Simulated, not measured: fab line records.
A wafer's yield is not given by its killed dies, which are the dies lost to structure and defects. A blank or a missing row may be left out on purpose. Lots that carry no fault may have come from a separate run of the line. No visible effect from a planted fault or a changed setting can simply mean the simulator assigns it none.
Matching of chambers + flow sky130 + SKY_VIA4_ETCH_12 on rie_diel-03 has 4 sister chambers
The step etches SiO2 in C4F8/O2/Ar, stops on TiN, target depth 580 nm. 16 wafers are shown with their chamber, then 8 later ones without.

WAFERS, EACH WITH ITS CHAMBER
| wafer  | chamber | oes_product_au (a.u.) |
|--------|---------|-----------------------|
| L080.1 | 3       | 0.925                 |
| L080.2 | 1       | 0.915                 |
| L080.6 | 1       | 0.926                 |
| L081.3 | 0       | 0.921                 |
| L081.4 | 2       | 0.925                 |
| L081.5 | 1       | 0.930                 |
| L082.1 | 1       | 0.929                 |
| L082.3 | 0       | 0.931                 |
| L082.6 | 3       | 0.923                 |
| L085.1 | 0       | 0.926                 |
| L085.2 | 3       | 0.924                 |
| L085.3 | 2       | 0.923                 |
| L086.2 | 0       | 0.910                 |
| L086.3 | 2       | 0.921                 |
| L086.4 | 3       | 0.919                 |
| L090.1 | 3       | 0.929                 |

SIGNATURES, as means of the wafers listed above
| reading        | chamber 0 | chamber 1 | chamber 2 | chamber 3 | scatter within a chamber |
|----------------|-----------|-----------|-----------|-----------|--------------------------|
| oes_product_au | 0.92200   | 0.92500   | 0.92300   | 0.92400   | 0.00608                  |
Rule: a wafer lies at a distance from a chamber equal to the root of the sum of squares, over the readings, of (its reading less the chamber's mean, divided by the reading's scatter). If the next closest chamber is less than 2 further off than the closest, the wafer can't be placed; otherwise it belongs to the closest. The scatter is the square root of a quotient: the sum, over the shown wafers, of each reading's squared deviation from its chamber's mean, divided by wafers minus chambers.

WAFERS MISSING THEIR CHAMBER
| wafer  | oes_product_au (a.u.) |
|--------|-----------------------|
| L090.4 | 0.923                 |
| L090.6 | 0.925                 |
| L091.2 | 0.929                 |
| L091.5 | 0.924                 |
| L091.6 | 0.922                 |
| L096.2 | 0.925                 |
| L096.4 | 0.929                 |
| L096.6 | 0.924                 |

CHAMBER TAKEN BY EACH
| wafer  | from the rows above               | in truth |
|--------|-----------------------------------|----------|
| L090.4 | can't be placed: 2 or 0 or 3 or 1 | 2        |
| L090.6 | can't be placed: 1 or 3 or 2 or 0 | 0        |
| L091.2 | can't be placed: 1 or 3 or 2 or 0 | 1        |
| L091.5 | can't be placed: 3 or 1 or 2 or 0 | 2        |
| L091.6 | can't be placed: 0 or 2 or 3 or 1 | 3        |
| L096.2 | can't be placed: 1 or 3 or 2 or 0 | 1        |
| L096.4 | can't be placed: 1 or 3 or 2 or 0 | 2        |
| L096.6 | can't be placed: 3 or 1 or 2 or 0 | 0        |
Correct placement for 0 of the 8. From these rows, 8 cannot be placed; in 8 the true chamber is one of the candidates. Wrongly placed: 0.
